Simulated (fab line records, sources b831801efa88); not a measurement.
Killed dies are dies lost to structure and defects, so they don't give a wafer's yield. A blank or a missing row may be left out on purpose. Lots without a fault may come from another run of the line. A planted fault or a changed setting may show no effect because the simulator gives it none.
Chamber matching | flow sky130 | SKY_VIA1_CMP_24 on cmp-02: 4 sister chambers
The step polishes, stops on SiO2, t overpolish 15 s, target thk 0 nm. 4 wafers are shown with their chamber, then 12 later ones without.

WAFERS WITH THEIR CHAMBER
wafer  | chamber | motor_current_A (A)
L091.3 | 2       | 11.8
L091.1 | 3       | 11.7
L091.5 | 1       | 12.3
L091.6 | 0       | 11.1

WAFERS WITHOUT THEIR CHAMBER
wafer  | motor_current_A (A)
L093.1 | 11.5
L093.2 | 11.4
L093.6 | 10.9
L095.4 | 12.8
L095.5 | 13.0
L095.6 | 12.4
L095.1 | 12.5
L095.2 | 11.3
L095.3 | 12.1
L097.4 | 12.1
L097.5 | 12.7
L097.6 | 11.9

WHICH CHAMBER EACH WENT THROUGH
wafer  | from the rows above               | in truth
L093.1 | can't be placed: 3 or 2 or 0 or 1 | 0
L093.2 | can't be placed: 3 or 0 or 2 or 1 | 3
L093.6 | can't be placed: 0 or 3           | 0
L095.4 | can't be placed: 1 or 2 or 3      | 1
L095.5 | can't be placed: 1 or 2 or 3      | 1
L095.6 | can't be placed: 1 or 2 or 3      | 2
L095.1 | can't be placed: 1 or 2 or 3      | 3
L095.2 | can't be placed: 0 or 3 or 2      | 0
L095.3 | can't be placed: 1 or 2 or 3      | 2
L097.4 | can't be placed: 1 or 2 or 3      | 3
L097.5 | can't be placed: 1 or 2 or 3      | 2
L097.6 | can't be placed: 2 or 3 or 1      | 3
Placed correctly: 0 of 12. Can't be placed from these rows: 12 (the true chamber is among the candidates in 12). Placed wrongly: 0.
How it was worked out, from the rows above alone: a wafer's distance from a chamber is the root of the sum, over the readings, of the square of ((its reading less the chamber's mean) divided by the reading's scatter). The wafer belongs to the nearest chamber; if the next one is less than 2 further off, it can't be placed. A chamber's mean is the mean of its shown wafers. The scatter: with one shown wafer a chamber, the root of the mean of the squares of how far each hidden wafer lies from its nearest shown one.
